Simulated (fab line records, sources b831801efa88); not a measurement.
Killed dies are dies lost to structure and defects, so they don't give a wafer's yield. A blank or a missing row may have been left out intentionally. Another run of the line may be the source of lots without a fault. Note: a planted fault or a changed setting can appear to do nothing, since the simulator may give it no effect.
Code-filled problem report in 8D (eight disciplines) form ; flow gf180mcu ; the parts of the form that need people (team, actions taken, sign-off) are left out

== 1. PROBLEM STATEMENT ==
SAB_CVD_00_THK at GF_SAB_THK_MEAS_01 reads a mean of 64.5 nm on 2 wafers of 1 lot; wafers without a fault read 50.0 nm with a standard deviation of 0.64. That is +23 standard deviations from the usual mean.
Earliest sighting: wafer L109.3 on filmMetro-02 at day 21 16:05. The record holds 39 wafers of 13 lots with a number at this step. By rule, "out" or "out of limits" means more than 4 standard deviations away from the usual mean. The other wafers with a number count as sound.

== 2. WHAT IT IS; WHAT IT IS NOT ==
question;is;is not
which readings at this step;SAB_CVD_00_THK;-
which lots;L109;L100, L102, L105, L106, L989, L990, L991, L992, L993, L995, L996, L999
which wafers of those lots;L109.3, L109.4;L109.1
read on which gauges;filmMetro-02;filmMetro-01, filmMetro-03
when;from day 21 16:05;up to then (37 sound wafers)

== 3. THE SUSPECTS, EACH WITH WHAT RULES IT OUT ==
Counting: if a tool at a process step up to the reading ran every lot that is out, it stays a suspect. Sound lots after the first of them don't rule it out here, since some wafers of a struck lot are sound.
- the gauge at GF_SAB_THK_MEAS_01: kept. All the wafers that are out were read on filmMetro-02, and no step on other tools shows them out.
- rieSi-01 at GF_STI_ETCH_14 (etches Si in HBr/Cl2/O2, target depth 360 nm, time 102.9 s): kept. L109, the lot that is out, went through it at day 6 13:23; up to then, the latest sound lot through it was L102 at day 5 02:12.
- pecvd-02 at GF_SAB_CVD_00 (deposits SiO2 from TEOS, target thk 50 nm, time 4.9302 s): kept. L109, the lot that is out, went through it at day 21 16:04; up to then, the latest sound lot through it was L106 at day 20 13:30.
- At GF_SAB_CVD_00 on pecvd-02, chamber 0 took the sound wafers of the same lots and chamber 2 took the wafers that are out.
The count leaves rieSi-01 at GF_STI_ETCH_14, pecvd-02 at GF_SAB_CVD_00, and filmMetro-02 at GF_SAB_THK_MEAS_01.

== 4. THE CAUSE (what the simulator had put in) ==
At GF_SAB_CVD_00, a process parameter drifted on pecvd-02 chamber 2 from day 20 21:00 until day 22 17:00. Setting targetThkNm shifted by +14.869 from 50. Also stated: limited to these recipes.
After counting, 3 suspects remain, this tool included.

== 5. SEQUENCE OF EFFECTS, ordered by route ==
Rows list readings where the struck wafers' mean (over those with a number) sits beyond 3 standard deviations from the usual. Scope: only readings with a usual standard deviation given in the record; hours: median across lots of the time from each lot's start at the first step in this table that gives one to its start at this step; sigmas: change in usual standard deviations.
hours;step;reading;usual;on struck wafers;change;sigmas
0;GF_SAB_THK_MEAS_01;SAB_CVD_00_THK;50.0 nm;64.5;+14.5;+23

== 6. WHAT WOULD HAVE CAUGHT IT SOONER ==
In this record the first reading out of limits at a measuring or inspecting step was taken at day 21 16:05, 19 hours after the fault began at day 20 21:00.
An alarm limit of 4 standard deviations would not have fired on the tool readings at GF_SAB_CVD_00 for which the record gives a usual standard deviation, since none of them was out on any struck wafer.
By day 21 16:05, every lot that is out (1) had started GF_SAB_CVD_00 on pecvd-02. Had the tool been put on hold then, not one of them would have been saved.
